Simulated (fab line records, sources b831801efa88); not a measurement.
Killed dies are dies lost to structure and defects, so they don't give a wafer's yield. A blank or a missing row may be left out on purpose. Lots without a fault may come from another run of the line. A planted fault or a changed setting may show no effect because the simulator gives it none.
One fault seen from 2 desks | flow gf180mcu | each desk has only its own numbers; what lay behind them comes last

THE TOOL OWNER'S DESK: rie_diel-04
The tool's own readings at GF_STI_ETCH_13 (etches the open film in CHF3/O2, stops on Si, target depth 282.31 nm, time 112.9 s): means of the sampled wafers that have a number, for each lot that ran on this tool. A lot is out of limits, marked OUT, if its mean lies more than 4 standard deviations from the usual mean; the brackets give that distance.
Columns: A = bias_w at GF_STI_ETCH_13, usual 200.0 W; B = drypump_motor_current_A at GF_STI_ETCH_13, usual 5.5 A; C = oes_product_au at GF_STI_ETCH_13, usual 0.833 a.u.; D = throttle_valve_pct at GF_STI_ETCH_13, usual 8.809 %
lot  | first seen here | A               | B   | C     | D
L727 | day 2 16:37     | 199.6           | 6.2 | 0.826 | 8.809
L736 | day 4 15:07     | 193.3 (-12) OUT | 5.8 | 0.831 | 8.807
L737 | day 4 21:07     | 193.5 (-12) OUT | 5.5 | 0.833 | 8.811
This desk's finding: out of limits on L736, L737; first on L736, day 4 15:07 (bias_w at GF_STI_ETCH_13). In limits: L727.

THE METROLOGY DESK
What the gauges read, lot by lot, whatever tool the lot ran on: means of the sampled wafers that have a number. A lot is out of limits, marked OUT, if its mean lies more than 4 standard deviations from the usual mean; the brackets give that distance.
Columns: A = STI_OXIDATION_THK at GF_STI_THK_MEAS_02, usual 9.97 nm; B = STI_CVD_03_THK at GF_STI_THK_MEAS_04, usual 207.1 nm; C = cd_nm at GF_STI_CD_MEAS_12, usual 220.3 nm
lot  | first seen here | A     | B     | C
L725 | day 1 16:31     | 10.18 | 207.2 | 220.9
L727 | day 2 02:32     | 9.75  | 206.4 | 217.4
L736 | day 3 23:31     | 10.09 | 206.9 | 220.1
L737 | day 4 05:22     | 10.01 | 206.4 | 220.3
L740 | day 4 19:31     | 9.80  | 210.6 | 222.0
L747 | day 6 06:43     | 9.89  | 206.2 | 220.2
This desk's finding: nothing out of limits on any of the 6 lots.

PUT TOGETHER
The tool owner's desk could have raised an alarm at day 4 15:07, on L736, L737.
The metrology desk saw nothing out of limits.
The metrology desk has L736, L737 on record, within its limits.
Of the lots named, all ran GF_STI_ETCH_13 on rie_diel-04.

WHAT THE SIMULATOR HAD PUT IN
Process parameter drift: rie_diel-04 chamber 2, from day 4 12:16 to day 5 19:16, at GF_STI_ETCH_13. Setting bias_w, moved by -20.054, from 200. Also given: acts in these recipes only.
Lots struck among those shown: L736, L737.
Hours from the fault's start to each desk's first reading out of limits: the tool owner's desk, 3.
